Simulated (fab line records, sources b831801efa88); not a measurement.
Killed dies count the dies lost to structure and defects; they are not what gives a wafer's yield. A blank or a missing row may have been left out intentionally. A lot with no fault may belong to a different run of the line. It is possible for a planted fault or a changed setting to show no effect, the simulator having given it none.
The tool behind it: which one? || flow sky130 || 6 lots with 18 wafers sampled at 4 steps, on a route of 708 steps

== WHAT THE GAUGES READ, wafer by wafer ==
SKY_CAPM_OVL_MEAS_12.
{"lot": "L241", "measured": "day 37 23:06", "on": "overlay-02", "CAPM_OVL (nm)": "-0.5 -1.3 1.5"}
{"lot": "L244", "measured": "day 38 21:58", "on": "overlay-02", "CAPM_OVL (nm)": "0.6 0.7 -3.2"}
{"lot": "L252", "measured": "day 41 09:12", "on": "overlay-01", "CAPM_OVL (nm)": "-0.3 -1.7 -1.4"}
{"lot": "L254", "measured": "day 42 00:09", "on": "overlay-02", "CAPM_OVL (nm)": "1.5 0.9 -0.1"}
{"lot": "L261", "measured": "day 43 16:48", "on": "overlay-01", "CAPM_OVL (nm)": "-0.2 -0.3 -0.6"}
{"lot": "L263", "measured": "day 44 06:41", "on": "overlay-02", "CAPM_OVL (nm)": "1.7 -0.9 0.3"}

== EACH LOT AND THE TOOL THAT RAN IT (in order: tool; ch and the chambers of the sampled wafers; start) ==
{"lot": "L241", "SKY_METAL2_SPUTTER_04": "pvdSputter-01, day 34 12:52", "SKY_METAL3_SPUTTER_01": "pvdSputter-04, day 36 20:28", "SKY_METAL3_SPUTTER_03": "pvdSputter-04, day 36 20:32"}
{"lot": "L244", "SKY_METAL2_SPUTTER_04": "pvdSputter-01, day 35 11:05", "SKY_METAL3_SPUTTER_01": "pvdSputter-01, day 37 19:44", "SKY_METAL3_SPUTTER_03": "pvdSputter-01, day 37 19:49"}
{"lot": "L252", "SKY_METAL2_SPUTTER_04": "pvdSputter-01, day 38 01:40", "SKY_METAL3_SPUTTER_01": "pvdSputter-01, day 40 08:28", "SKY_METAL3_SPUTTER_03": "pvdSputter-01, day 40 08:32"}
{"lot": "L254", "SKY_METAL2_SPUTTER_04": "pvdSputter-01, day 38 17:43", "SKY_METAL3_SPUTTER_01": "pvdSputter-04, day 40 23:46", "SKY_METAL3_SPUTTER_03": "pvdSputter-04, day 40 23:50"}
{"lot": "L261", "SKY_METAL2_SPUTTER_04": "pvdSputter-03, day 40 13:35", "SKY_METAL3_SPUTTER_01": "pvdSputter-03, day 42 17:14", "SKY_METAL3_SPUTTER_03": "pvdSputter-03, day 42 17:18"}
{"lot": "L263", "SKY_METAL2_SPUTTER_04": "pvdSputter-01, day 41 05:58", "SKY_METAL3_SPUTTER_01": "pvdSputter-04, day 43 07:58", "SKY_METAL3_SPUTTER_03": "pvdSputter-04, day 43 08:01"}
- SKY_METAL2_SPUTTER_04: material TiN, target thk 70 nm, time 58.3 s.
- SKY_METAL3_SPUTTER_01: material TiN, target thk 20 nm, time 16.7 s.
- SKY_METAL3_SPUTTER_03: material Ti, target thk 5 nm, time 3.3 s.

== THE ANSWER, worked out from the rows above alone ==
Rule: what is usual is taken from the lots themselves. Put in order of their means at a reading, lots are off if they are a third of the lots or fewer, leave a main group of 4 or more, and stand apart from it by a gap of 3 or more times the standard deviation of the main group's means; of several such gaps the widest counts. Not used: any main group whose means are identical at the precision the tables above print for the reading. A lot without any number at a reading at which 4 lots or more have one is off too. Where the step has rows for the other lots, those lots are counted as sound.
None of the lots is off at any reading shown; this tells nothing.

== WHAT WAS PUT IN BY THE SIMULATOR ==
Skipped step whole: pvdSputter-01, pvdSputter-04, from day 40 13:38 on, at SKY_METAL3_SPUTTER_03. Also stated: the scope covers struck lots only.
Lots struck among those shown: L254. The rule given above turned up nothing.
